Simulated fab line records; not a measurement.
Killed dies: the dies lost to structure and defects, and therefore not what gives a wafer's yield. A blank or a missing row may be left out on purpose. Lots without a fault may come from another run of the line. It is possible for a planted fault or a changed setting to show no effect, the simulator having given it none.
Chamber matching | flow sky130 | SKY_FIELD_ISO_CMP_27 on cmp-01 has 4 sister chambers
The step polishes, stops on Si3N4, t overpolish 16 s, target thk 457.8 nm. 8 wafers are shown with their chamber, then 12 later ones without.

== WAFERS WITH THEIR CHAMBER ==
wafer  | chamber | motorCurrentA (A) | timeToEndpointS (s)
L090.3 | 3       | 12.5              | 114
L090.5 | 2       | 12.5              | 103
L091.3 | 0       | 9.2               | 112
L091.4 | 3       | 12.8              | 120
L091.6 | 0       | 9.5               | 112
L091.1 | 1       | 12.8              | 116
L091.2 | 2       | 12.4              | 111
L091.5 | 1       | 12.2              | 115

== WAFERS WITHOUT THEIR CHAMBER ==
wafer  | motorCurrentA (A) | timeToEndpointS (s)
L093.1 | 13.1              | 110
L093.2 | 9.8               | 112
L093.3 | 13.8              | 120
L093.4 | 12.8              | 112
L093.5 | 13.0              | 110
L093.6 | 12.8              | 119
L094.2 | 10.0              | 114
L094.3 | 12.2              | 113
L094.6 | 13.0              | 109
L096.2 | 12.5              | 118
L096.4 | 9.6               | 108
L096.6 | 13.9              | 114

== THE CHAMBER EACH PASSED THROUGH ==
wafer  | from the rows above          | in truth
L093.1 | can't be placed: 3 or 2 or 1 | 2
L093.2 | 0                            | 0
L093.3 | can't be placed: 3 or 1 or 2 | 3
L093.4 | can't be placed: 1 or 3 or 2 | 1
L093.5 | can't be placed: 2 or 3 or 1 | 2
L093.6 | can't be placed: 3 or 1      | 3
L094.2 | 0                            | 0
L094.3 | can't be placed: 1 or 2 or 3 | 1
L094.6 | can't be placed: 2 or 3 or 1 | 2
L096.2 | can't be placed: 3 or 1      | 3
L096.4 | 0                            | 0
L096.6 | can't be placed: 3 or 1 or 2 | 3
Placed correctly: 3 of 12. Unplaceable from these rows: 9, with the true chamber sitting among the candidates in 9. 0 placed wrongly.
How it was worked out, from the rows above alone: a wafer's distance from a chamber is the root of the sum, over the readings, of the square of ((its reading less the chamber's mean) divided by the reading's scatter). If the next closest chamber is less than 2 further off than the closest, the wafer can't be placed; otherwise it belongs to the closest. A chamber's mean is the mean of its shown wafers. The scatter is the square root of a quotient: the sum, over the shown wafers, of each reading's squared deviation from its chamber's mean, divided by wafers minus chambers.
